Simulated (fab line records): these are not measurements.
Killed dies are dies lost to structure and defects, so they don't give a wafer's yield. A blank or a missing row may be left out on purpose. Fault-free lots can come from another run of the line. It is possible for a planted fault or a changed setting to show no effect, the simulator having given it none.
Which of the tools did it? | flow gf180mcu | 42 wafers from 14 lots sampled at 3 of the route's 602 steps

## WHAT THE GAUGES READ, wafer by wafer
GF_SALICIDE_THK_MEAS_05: measures by xrf.
lot  | measured     | on            | SALICIDE_TIN_THK (nm)
L119 | day 15 13:25 | film metro-04 | 20.14 20.21 20.12
L120 | day 16 01:42 | film metro-02 | 19.47 19.72 19.76
L121 | day 16 10:42 | film metro-04 | 20.00 19.89 19.97
L123 | day 16 23:08 | film metro-02 | 20.36 20.36 20.50
L122 | day 16 23:52 | film metro-03 | 20.77 20.53 20.64
L126 | day 17 20:38 | film metro-03 | 20.73 20.65 20.54
L127 | day 18 07:13 | film metro-03 | 19.86 19.83 19.83
L128 | day 18 20:23 | film metro-04 | 20.05 20.28 20.12
L129 | day 19 05:11 | film metro-02 | 19.70 19.87 19.71
L130 | day 19 09:08 | film metro-03 | 20.18 20.11 20.11
L132 | day 20 06:35 | film metro-04 | 20.17 20.08 20.38
L133 | day 20 13:24 | film metro-04 | 20.47 20.36 20.64
L136 | day 21 18:43 | film metro-03 | 19.95 19.62 19.80
L141 | day 23 12:53 | film metro-03 | 20.40 20.34 20.33

GF_CONTACT_THK_MEAS_01.
lot  | measured     | on            | CONTACT_CVD_00_THK (nm)
L119 | day 15 13:48 | film metro-01 | 298.2 299.2 298.0
L120 | day 16 02:05 | film metro-04 | 296.0 296.5 297.3
L121 | day 16 11:05 | film metro-03 | 302.9 302.0 303.5
L123 | day 16 23:32 | film metro-03 | 299.1 297.1 300.5
L122 | day 17 00:16 | film metro-04 | 302.8 298.4 297.3
L126 | day 17 21:02 | film metro-04 | 298.4 296.4 295.9
L127 | day 18 07:38 | film metro-04 | 299.5 296.3 296.6
L128 | day 18 20:47 | film metro-03 | 298.4 300.8 295.7
L129 | day 19 05:34 | film metro-04 | 297.5 295.3 295.8
L130 | day 19 09:32 | film metro-04 | 303.0 303.1 304.3
L132 | day 20 06:59 | film metro-03 | 296.0 294.4 297.1
L133 | day 20 13:48 | film metro-01 | 302.7 301.7 297.8
L136 | day 21 19:08 | film metro-01 | 293.6 295.1 296.4
L141 | day 23 13:17 | film metro-04 | 297.6 298.7 300.6

GF_CONTACT_BOW_MEAS_05.
lot  | measured     | on            | CONTACT_BOW (um)
L119 | day 15 14:17 | film metro-04 | 63 56 68
L120 | day 16 02:35 | film metro-03 | 60 61 56
L121 | day 16 11:35 | film metro-03 | 71 78 53
L123 | day 17 00:02 | film metro-03 | 68 54 78
L122 | day 17 00:46 | film metro-04 | 71 73 67
L126 | day 17 23:19 | film metro-01 | 50 56 53
L127 | day 18 08:08 | film metro-03 | 63 53 64
L128 | day 18 21:18 | film metro-03 | 50 69 72
L129 | day 19 06:07 | film metro-01 | 62 80 72
L130 | day 19 10:02 | film metro-01 | 47 56 61
L132 | day 20 07:29 | film metro-01 | 50 59 66
L133 | day 20 14:17 | film metro-04 | 67 67 64
L136 | day 21 19:37 | film metro-04 | 74 73 65
L141 | day 23 13:49 | film metro-01 | 72 61 68

## WHAT TOOL EACH LOT RAN ON (gives the tool, then ch and the chambers of the sampled wafers, and finally the start)
Before these readings, the record contains no process step.

## AS READ BY THE TOOLS THEMSELVES (means over the sampled wafers that have a number; for cases with no such wafer, the mark the record gives instead)
The record holds no such reading with a usual standard deviation.

## THE ANSWER, worked out from the rows above alone
Rule: usual is defined by the lots themselves. The widest of any qualifying gaps counts: lots, ordered by their means at a reading, are off when they make up no more than a third of the lots, leave a main group of 4 or more, and stand apart from it by 3 or more times the standard deviation of that group's means. Not used: any main group whose means are identical at the precision the tables above print for the reading. A lot without any number at a reading at which 4 lots or more have one is off too. Any other lot the step has rows for is counted as sound. First the gauges in route order, then the tools' own readings, where a lot's mean is used as printed above. The first step at which some lot is off is used, and at that step the reading that is off furthest; a lot without a number counts as furthest.
Across all readings shown, no lot is off: no conclusion can be drawn from this.

## WHAT WAS PUT IN BY THE SIMULATOR
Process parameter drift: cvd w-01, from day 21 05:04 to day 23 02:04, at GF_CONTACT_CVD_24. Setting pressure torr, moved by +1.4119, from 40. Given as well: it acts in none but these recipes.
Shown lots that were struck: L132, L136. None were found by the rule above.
